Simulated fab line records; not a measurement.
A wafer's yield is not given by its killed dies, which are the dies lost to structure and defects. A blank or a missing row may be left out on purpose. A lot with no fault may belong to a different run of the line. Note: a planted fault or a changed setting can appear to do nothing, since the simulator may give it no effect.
8D (eight disciplines) problem report, filled in by code || flow sky130 || the parts of the form that need people (team, actions taken, sign-off) are left out

1. WHAT IS WRONG
SD_N_RS at SKY_SD_N_RS_MEAS_16 reads a mean of 63.62 ohm/sq on 6 wafers of 2 lots; wafers without a fault read 68.59 ohm/sq with a standard deviation of 0.1. Relative to the usual mean, that is a shift of -50 standard deviations.
The step: measures by four-point-probe.
The first sign was on wafer L658.3 at day 31 22:46, on film metro-03. Wafers with a number at this step in the record: 33, from 11 lots. By rule, "out" or "out of limits" means more than 4 standard deviations away from the usual mean. The rest of the wafers with a number are treated as sound.

2. WHAT IT IS; WHAT IT IS NOT
{"question": "which readings at this step", "is": "SD_N_RS", "is not": "-"}
{"question": "which lots", "is": "L658, L660", "is not": "L648, L650, L651, L652, L654, L661, L663, L668, L669"}
{"question": "which wafers of those lots", "is": "all that have a number", "is not": "-"}
{"question": "read on which gauges", "is": "film metro-01, film metro-03", "is not": "film metro-02"}
{"question": "when", "is": "from day 31 22:46", "is not": "up to then (15 sound wafers); but 12 sound wafers of L661, L663, L668, L669 came after"}

3. WHAT RULES OUT EACH SUSPECT
Counting: a tool stays on the suspect list if, at a process step up to the reading, it processed all lots that are out and no sound lot following the first of them.
- the gauge at SKY_SD_N_RS_MEAS_16 has been ruled out. Those wafers that are out were read across 2 gauges (film metro-01, film metro-03).
- rtp anneal-01 at SKY_SD_N_RTA_14 (time 2 s): ruled out as a lasting fault. Sound lots L668 ran on it after its first lot that is out, L658 (day 31 22:34).
Left after counting: nothing in the record.

4. THE CAUSE (what the simulator had put in)
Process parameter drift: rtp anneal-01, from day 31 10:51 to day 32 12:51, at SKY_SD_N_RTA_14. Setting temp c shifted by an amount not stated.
Counting ruled it out, wrongly: the rule takes a fault to strike every lot that its tool runs from its start on, and this one did not.

5. THE EFFECT CHAIN, in route order
Each row: a reading where the mean over the struck wafers with a number is more than 3 standard deviations away from the usual. Only readings for which the record gives a usual standard deviation are gone through. hours: the time from each lot's start at the first step in this table that gives one to its start at this step, as a median over the lots. sigmas: the change in usual standard deviations.
{"hours": 0, "step": "SKY_SD_N_RTA_14", "reading": "lamp power pct", "usual": "15.73 %", "on struck wafers": 16.50, "change": "+0.77", "sigmas": "+15"}
{"hours": 0, "step": "SKY_SD_N_RTA_14", "reading": "wafer_temp_C_max", "usual": 1078.0, "on struck wafers": 1105.8, "change": "+27.8", "sigmas": "+21"}
{"hours": 0, "step": "SKY_SD_N_RS_MEAS_16", "reading": "SD_N_RS", "usual": "68.59 ohm/sq", "on struck wafers": 63.62, "change": -4.97, "sigmas": -50}
{"hours": 0, "step": "SKY_SD_N_RS_MEAS_17", "reading": "SD_P_RS", "usual": "147.16 ohm/sq", "on struck wafers": 123.70, "change": -23.46, "sigmas": -78}
Its process steps:
- SKY_SD_N_RTA_14: time 2 s.
Later steps that measure or inspect, where all struck wafers having a row at the step show a number for every such reading and not one has moved that far: SKY_VIA1_CD_MEAS_12, SKY_VIA1_THK_MEAS_23.

6. WHAT WOULD HAVE CAUGHT IT SOONER
12 hours passed between the start of the fault at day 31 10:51 and the first reading out of limits at a measuring or inspecting step in this record, taken at day 31 22:46.
Tool's own readings at SKY_SD_N_RTA_14, lamp power pct, wafer_temp_C_max: out on all struck wafers the step has rows for; an alarm limit on them would have tripped on the first.
